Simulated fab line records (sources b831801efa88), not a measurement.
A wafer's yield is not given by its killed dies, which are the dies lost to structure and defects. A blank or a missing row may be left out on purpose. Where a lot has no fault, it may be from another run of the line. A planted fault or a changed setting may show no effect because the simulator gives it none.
Which tool was responsible? || flow gf180mcu || 7 lots with 21 wafers sampled at 2 steps, on a route of 602 steps

## WHAT THE GAUGES READ, wafer by wafer
GF_HV_LDD_RS_MEAS_53: measures by four-point-probe.
{"lot": "L255", "measured": "day 12 16:47", "on": "film metro-01", "HV_LDD_RS (ohm/sq)": "417.3 416.5 417.2"}
{"lot": "L257", "measured": "day 13 09:08", "on": "film metro-03", "HV_LDD_RS (ohm/sq)": "418.7 417.3 417.5"}
{"lot": "L260", "measured": "day 14 17:05", "on": "film metro-01", "HV_LDD_RS (ohm/sq)": "412.0 411.3 411.8"}
{"lot": "L267", "measured": "day 17 02:53", "on": "film metro-03", "HV_LDD_RS (ohm/sq)": "415.9 415.5 416.3"}
{"lot": "L270", "measured": "day 18 02:02", "on": "film metro-01", "HV_LDD_RS (ohm/sq)": "418.3 419.1 419.5"}
{"lot": "L272", "measured": "day 18 13:06", "on": "film metro-02", "HV_LDD_RS (ohm/sq)": "417.3 417.1 417.8"}
{"lot": "L276", "measured": "day 20 00:55", "on": "film metro-03", "HV_LDD_RS (ohm/sq)": "416.0 415.5 415.8"}

## EACH LOT AND THE TOOL THAT RAN IT (in order: tool; ch and the chambers of the sampled wafers; start)
{"lot": "L255", "GF_HV_LDD_IMPLANT_36": "implanter-01 ch 0, day 11 20:38"}
{"lot": "L257", "GF_HV_LDD_IMPLANT_36": "implanter-01 ch 0, day 12 13:00"}
{"lot": "L260", "GF_HV_LDD_IMPLANT_36": "implanter-01 ch 0, day 13 19:29"}
{"lot": "L267", "GF_HV_LDD_IMPLANT_36": "implanter-02 ch 0, day 16 03:28"}
{"lot": "L270", "GF_HV_LDD_IMPLANT_36": "implanter-01 ch 0, day 17 02:07"}
{"lot": "L272", "GF_HV_LDD_IMPLANT_36": "implanter-04 ch 0, day 17 12:50"}
{"lot": "L276", "GF_HV_LDD_IMPLANT_36": "implanter-01 ch 0, day 18 23:34"}
- GF_HV_LDD_IMPLANT_36

## THE ANSWER, worked out from the rows above alone
Rule: the usual values come from the lots themselves. Put in order of their means at a reading, lots are off if they are a third of the lots or fewer, leave a main group of 4 or more, and stand apart from it by a gap of 3 or more times the standard deviation of the main group's means; of several such gaps the widest counts. If all means in a main group match to the digits the tables above print for the reading, that group is not used. A lot without any number at a reading at which 4 lots or more have one is off too. Where the step has rows for the other lots, those lots are counted as sound.
Off: L260, seen at GF_HV_LDD_RS_MEAS_53 (HV_LDD_RS). For the main group the mean is 417.1 ohm/sq and the standard deviation 1.1.
If a tool, at a process step before that reading, ran all the lots that are off and no sound lot after the first of them, it fits. Gauges at GF_HV_LDD_RS_MEAS_53: tried the same way as those tools. Not one of the candidates tried fits.

## WHAT WAS PUT IN BY THE SIMULATOR
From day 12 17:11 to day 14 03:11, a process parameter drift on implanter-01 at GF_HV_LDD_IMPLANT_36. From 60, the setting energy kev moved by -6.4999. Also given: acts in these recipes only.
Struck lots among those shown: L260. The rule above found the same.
